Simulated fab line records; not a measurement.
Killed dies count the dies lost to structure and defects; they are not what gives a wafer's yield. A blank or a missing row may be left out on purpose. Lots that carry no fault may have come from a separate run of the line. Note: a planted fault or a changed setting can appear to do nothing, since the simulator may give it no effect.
Comparing a struck lot with a sound one    flow sky130    19 out of 708 route steps
Sound: wafers L261.2, L261.3, L261.6. Struck: wafer L271.1. (L271.2, L271.5 of the same lot were not struck and are left out.) The cause comes at the end.
Per side, at each step with rows, come the tool, then ch with its chambers, and then its first start. Under that, the readings that differ: sound wafers    struck wafers    difference of the means    sigmas: that difference in standard deviations of wafers without a fault.
alike: same words and numbers on both sides, and readings whose means sit less than 2 such deviations apart. not compared: any withheld reading, any reading some wafer has no value for, any bound like >300 that may hide the same value, and any number with overlapping values for which the record gives no deviation.
Wherever a step has rows on one side only, a row that says differs or no value, or a row with sigmas, the two part there. Numbers that have no deviation but don't overlap get no sigmas and don't part them. Lack of a reading on every wafer of one side parts them only where that side has two or more wafers.

SKY_LI_CONTACT_THK_MEAS_23: measures by xrf.
  struck on film_metro-03, day 33 00:39; sound on film_metro-01, day 30 02:55
  alike: LI_CONTACT_W_THK
SKY_LI_CONTACT_CMP_24: polishes, stops on PSG, t overpolish 20 s, target thk 0 nm.
  sound on cmp-02 ch 0,1,2, day 30 03:01; struck on cmp-01 ch 2, day 33 00:43
  alike: motor_current_A, overpolish_run_s, retaining_ring_pressure_frac, time_to_endpoint_s
SKY_LOCAL_INTERCONNECT_SPUTTER_00: material TiN, target thk 100 nm, time 83.3 s.
  struck on pvd_sputter-03, day 33 01:01; sound on pvd_sputter-01, day 30 03:16
  alike: chamber_pressure_pa, substrate_temp_c, throttle_valve_pct
SKY_LOCAL_INTERCONNECT_RS_MEAS_01: the measuring method here is four-point-probe.
  struck on film_metro-03, day 33 01:04; sound on film_metro-01, day 30 03:20
  alike: LOCAL_INTERCONNECT_TIN_RS
SKY_LOCAL_INTERCONNECT_THK_MEAS_02: measures by xrf.
  struck on film_metro-03, day 33 01:11; sound on film_metro-01, day 30 03:27
  alike: LOCAL_INTERCONNECT_TIN_THK
then, 7 steps without rows for these wafers: SKY_LOCAL_INTERCONNECT_DEHYDRATE_03 (time 60 s); SKY_LOCAL_INTERCONNECT_HMDS_04 (prime time 60 s); SKY_LOCAL_INTERCONNECT_COAT_05 (resist thk 60 nm); SKY_LOCAL_INTERCONNECT_COAT_06 (resist thk 450 nm); SKY_LOCAL_INTERCONNECT_SOFTBAKE_07 (time 90 s); SKY_LOCAL_INTERCONNECT_EXPOSE_08 (exposes mask LI1M, target cd 170 nm); SKY_LOCAL_INTERCONNECT_PEB_09.
SKY_LOCAL_INTERCONNECT_DEVELOP_10: develop time 60 s.
  sound on litho_track-01 ch 0, day 31 06:00; struck on litho_track-01 ch 0, day 34 02:00
SKY_LOCAL_INTERCONNECT_CD_MEAS_11 targets a cd of 170 nm.
  struck on cd_sem-01, day 34 03:05; sound on cd_sem-01, day 31 06:40
reading     sound              struck  difference  sigmas
cd_nm (nm)  170.2 170.1 168.7  172.5   +2.8        +2
SKY_LOCAL_INTERCONNECT_OVL_MEAS_12:
  struck on overlay-01, day 34 03:13; sound on overlay-01, day 31 06:46
  alike: LOCAL_INTERCONNECT_OVL
SKY_LOCAL_INTERCONNECT_ETCH_13: etches BARC in N2/H2, stops on SiO2, time 45.9 s, target depth 60 nm.
  sound on rie_metal-03 ch 0,1, day 31 06:47; struck on rie_metal-04 ch 0, day 34 03:14
reading                              sound                 struck  difference  sigmas
throttle_valve_pct (%)               13.226 13.240 13.217  13.205  -0.023      -2
model.LOCAL_INTERCONNECT.cd_nm (nm)  170.4 169.9 168.3     172.8   +3.3        
  alike: drypump_motor_current_A, oes_product_au
  not compared: rf_hours_counter_h
SKY_LOCAL_INTERCONNECT_METAL_ETCH_14: etches TiN in Cl2/BCl3, stops on PSG, target depth 110 nm, time 31.4 s.
  sound on rie_metal-03 ch 0,1, day 31 06:52; struck on rie_metal-04 ch 0, day 34 03:19
reading                              sound              struck  difference  sigmas
model.LOCAL_INTERCONNECT.cd_nm (nm)  169.4 169.6 167.9  173     +4          
  alike: drypump_motor_current_A, oes_product_au, throttle_valve_pct
  not compared: rf_hours_counter_h
SKY_LOCAL_INTERCONNECT_STRIP_15: strips in O2/N2.
  sound on plasma_asher-04 ch 0,1, day 31 06:55; struck on plasma_asher-04 ch 0, day 34 03:22
  alike: drypump_motor_current_A, oes_product_au, strip_time_to_endpoint_s
  not compared: rf_hours_counter_h
SKY_PAD_OPEN_PROBE_99:
  the record has rows for the sound wafers here (prober-01, day 46 07:16) and none for the struck ones

WHERE THEY PART
At SKY_LOCAL_INTERCONNECT_CD_MEAS_11 first; at SKY_PAD_OPEN_PROBE_99 last (within this record only).

WHY: the cause the simulator had injected
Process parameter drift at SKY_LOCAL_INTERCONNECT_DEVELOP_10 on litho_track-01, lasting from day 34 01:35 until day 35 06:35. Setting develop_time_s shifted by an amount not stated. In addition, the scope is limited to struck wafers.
